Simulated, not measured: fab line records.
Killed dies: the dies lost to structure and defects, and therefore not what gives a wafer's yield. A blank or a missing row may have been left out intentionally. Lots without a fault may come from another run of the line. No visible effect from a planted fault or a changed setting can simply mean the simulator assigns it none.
fab line records | flow gf180mcu
record: lots: 5 | wafers: 15 | last-day: 34
route steps=602 shown M3@421
lots that met no fault: taken from a fault-free run of the same line
start-h: hours from the record's first day to the start of the lot's first wafer shown | wait-h: hours since the lot's step before | " identical to the entry in the row above | L1.1+2: several wafers, shown together as one row | - value missing, or start not given | * or withheld: withheld | < > ~ a bound
route shown NAME@n: NAME is a module with steps in the file, n the number in the route of the first one | usual: mean/standard deviation taken from wafers without a fault | same: alike in all rows | chamber/n: place in a boat | sites: the reading at each site | _std_site: the standard deviation of these | _edge_site: outer sites' mean less inner sites' | radius-mm: how far each site lies from the wafer's centre | mask NAME#n: copy n | behind: the most recent tool/chamber to have shaped the wafer | hold: why the lot was held/for how many hours/how that ended | device: the n, p or np transistor that did not switch | end of line: tests run on the same wafers once the route is complete | step lacking rows: just its recipe | killed: at the first sort, the dies lost to defects and structure; wafer yield is something else | map: shows each die of a wafer: x if killed, . if not, _ if none is there
set.NAME: the run value of the setting; set.NAME@STEP: its run value at that earlier step | model.NAME: the simulator's own value behind a step, which no gauge read
lots at selected steps of the route; one table per step, one row per wafer
services: a tool's chamber out of use, with start hour (start-h, from the record's first day; less than 0 if before it), hours out, and reason
== steps ==
step: GF_M3_PEB_12
recipe: peb-temp-c: 135 | peb-time-s: 90 | resist: KrF
same: peb-time-s: 90
lot.wafer  | tool           | chamber | start-h | wait-h
L077.1+4+5 | litho-track-01 | 0       | -       | -
L078.3+4+5 | litho-track-01 | 0       | -       | -
L092.1+5+6 | litho-track-01 | 0       | -       | -
L095.2+3+6 | litho-track-02 | 0       | -       | -
L096.1+3+6 | litho-track-04 | 0       | -       | -
step: GF_M3_DEVELOP_13
recipe: develop-time-s: 57.71 | dev-temp-c: 21
lot.wafer  | tool           | chamber | start-h | wait-h
L077.1+4+5 | litho-track-01 | 0       | 515.35  | 0.2
L078.3+4+5 | litho-track-01 | 0       | 525.40  | 0.1
L092.1+5+6 | litho-track-01 | 0       | 633.75  | 0.2
L095.2+3+6 | litho-track-02 | 0       | 653.83  | 0.2
L096.1+3+6 | litho-track-04 | 0       | 660.02  | 0.2
step: GF_M3_CD_MEAS_14
recipe: target-cd-nm: 280
usual: cd-nm: 279.7/1.2
lot.wafer | tool      | chamber | start-h | wait-h | cd-nm
L077.1    | cd-sem-01 | -       | 515.50  | 0.1    | 279.2
L077.4    | "         | -       | "       | "      | 279.8
L077.5    | "         | -       | "       | "      | 278.7
L078.3    | cd-sem-02 | -       | 525.54  | 0.1    | 279.7
L078.4    | "         | -       | "       | "      | 279.3
L078.5    | "         | -       | "       | "      | 279.3
L092.1    | cd-sem-02 | -       | 633.90  | 0.1    | 279.8
L092.5    | "         | -       | "       | "      | 280.0
L092.6    | "         | -       | "       | "      | 278.9
L095.2    | cd-sem-01 | -       | 653.98  | 0.1    | 281.2
L095.3    | "         | -       | "       | "      | 280.6
L095.6    | "         | -       | "       | "      | 280.5
L096.1    | cd-sem-01 | -       | 660.17  | 0.1    | 280.3
L096.3    | "         | -       | "       | "      | 279.0
L096.6    | "         | -       | "       | "      | 279.9
step: GF_M3_OVL_MEAS_15
usual: M3_OVL: 5/4.4
lot.wafer | tool       | chamber | start-h | wait-h | M3_OVL[nm]
L077.1    | overlay-01 | -       | 515.62  | 0.1    | 1
L077.4    | "          | -       | "       | "      | 8
L077.5    | "          | -       | "       | "      | 7
L078.3    | overlay-02 | -       | 525.63  | 0.1    | 2
L078.4    | "          | -       | "       | "      | 4
L078.5    | "          | -       | "       | "      | 2
L092.1    | overlay-02 | -       | 634.02  | 0.1    | 3
L092.5    | "          | -       | "       | "      | 0
L092.6    | "          | -       | "       | "      | -1
L095.2    | overlay-01 | -       | 654.08  | 0.1    | 0
L095.3    | "          | -       | "       | "      | 5
L095.6    | "          | -       | "       | "      | 2
L096.1    | overlay-01 | -       | 660.29  | 0.1    | 12
L096.3    | "          | -       | "       | "      | 8
L096.6    | "          | -       | "       | "      | 5
step: GF_M3_METAL_ETCH_16
recipe: chemistry: Cl2/BCl3 | mask-material: KrF | target-depth-nm: 750.8 | stop-on: SiO2 | pressure-mtorr: 8 | icp-w: 800 | bias-w: 140 | Cl2_flow_sccm: 80 | bcl3-flow-sccm: 40 | time-s: 125.1
usual: drypump-motor-current-A: 5.4/0.48 | oes-product-au: 0.992/0.0052 | throttle-valve-pct: 28.227/0.01
lot.wafer | tool         | chamber | start-h | wait-h | drypump-motor-current-A | oes-product-au | rf-hours-counter-h | throttle-valve-pct
L077.1    | rie-metal-03 | 0       | 515.65  | 0.0    | 5.1                     | 0.994          | 8                  | 28.231
L077.4    | "            | 1       | "       | "      | 6.0                     | 0.999          | -                  | 28.235
L077.5    | "            | 1       | "       | "      | 6.0                     | 0.998          | -                  | 28.229
L078.3    | rie-metal-04 | 1       | 525.70  | 0.1    | 5.0                     | 0.993          | -                  | 28.233
L078.4    | "            | 0       | "       | "      | 6.2                     | 0.990          | -                  | 28.216
L078.5    | "            | 0       | "       | "      | 6.1                     | 0.999          | -                  | 28.221
L092.1    | rie-metal-03 | 0       | 634.05  | 0.0    | 5.1                     | 0.995          | 11                 | 28.214
L092.5    | "            | 1       | "       | "      | 6.0                     | 0.990          | -                  | 28.222
L092.6    | "            | 0       | "       | "      | 5.1                     | 0.992          | -                  | 28.226
L095.2    | rie-metal-04 | 1       | 654.11  | 0.0    | 5.0                     | 1.004          | 11                 | 28.247
L095.3    | "            | 0       | "       | "      | 6.1                     | 0.989          | -                  | 28.232
L095.6    | "            | 1       | "       | "      | 5.0                     | 0.994          | -                  | 28.221
L096.1    | rie-metal-01 | 0       | 660.33  | 0.0    | 4.9                     | 0.987          | 15                 | 28.250
L096.3    | "            | 1       | "       | "      | 5.4                     | 0.983          | -                  | 28.221
L096.6    | "            | 1       | "       | "      | 5.4                     | 0.986          | -                  | 28.212
step: GF_M3_STRIP_17
recipe: chemistry: O2/N2 | power-w: 1400 | pressure-mtorr: 1500 | platen-temp-c: 250 | o2-flow-sccm: 3000 | n2-flow-sccm: 300 | overash-fraction: 0.5
usual: drypump-motor-current-A: 5.9/0.47 | heater-power-w: 301/19 | oes-product-au: 0.536/0.0049 | strip-time-to-endpoint-s: 7.35/0.046
lot.wafer | tool            | chamber | start-h | wait-h | drypump-motor-current-A | heater-power-w | oes-product-au | rf-hours-counter-h | strip-time-to-endpoint-s
L077.1    | plasma-asher-03 | 1       | 515.78  | 0.1    | 6.0                     | 304            | 0.548          | 71                 | 7.37
L077.4    | "               | 1       | "       | "      | 6.0                     | 307            | 0.542          | -                  | 7.32
L077.5    | "               | 0       | "       | "      | 6.5                     | 276            | 0.536          | -                  | 7.30
L078.3    | plasma-asher-03 | 1       | 525.82  | 0.1    | 6.0                     | 309            | 0.537          | -                  | 7.36
L078.4    | "               | 0       | "       | "      | 6.4                     | 276            | 0.523          | -                  | 7.25
L078.5    | "               | 1       | "       | "      | 6.0                     | 297            | 0.527          | -                  | 7.30
L092.1    | plasma-asher-01 | 0       | 634.18  | 0.1    | 6.1                     | 342            | 0.541          | 54                 | 7.36
L092.5    | "               | 1       | "       | "      | 6.0                     | 292            | 0.531          | -                  | 7.36
L092.6    | "               | 0       | "       | "      | 6.1                     | 337            | 0.537          | -                  | 7.37
L095.2    | plasma-asher-03 | 1       | 654.24  | 0.1    | 6.0                     | 308            | 0.537          | 85                 | 7.38
L095.3    | "               | 1       | "       | "      | 6.0                     | 310            | 0.534          | -                  | 7.33
L095.6    | "               | 1       | "       | "      | 6.0                     | 296            | 0.537          | -                  | 7.36
L096.1    | plasma-asher-03 | 1       | 660.46  | 0.1    | 6.0                     | 298            | 0.535          | 86                 | 7.39
L096.3    | "               | 0       | "       | "      | 6.4                     | 277            | 0.532          | -                  | 7.36
L096.6    | "               | 1       | "       | "      | 6.0                     | 297            | 0.533          | -                  | 7.39
step: GF_M3_STRIP_18
recipe: chemistry: post-etch-residue-remover | time-s: 1200 | temp-c: 72.5
lot.wafer  | tool         | chamber | start-h | wait-h
L077.1+4+5 | wet-bench-03 | 0       | 515.88  | 0.1
L078.3+4+5 | wet-bench-02 | 3       | 525.88  | 0.0
L092.1+5+6 | wet-bench-02 | 1       | 634.28  | 0.1
L095.2+3+6 | wet-bench-02 | 1       | 654.34  | 0.1
L096.1+3+6 | wet-bench-02 | 2       | 660.56  | 0.1
== services ==
tool            | chamber | start-h | hours | kind
plasma-asher-01 | -       | 508.73  | 3.1   | repair
plasma-asher-01 | -       | 524.98  | 12.6  | repair
rie-metal-03    | -       | 612.71  | 2.8   | pm
plasma-asher-03 | -       | 627.01  | 10.0  | pm
plasma-asher-01 | -       | 644.51  | 0.7   | repair
rie-metal-04    | -       | 649.79  | 2.8   | pm
== key ==
fault none
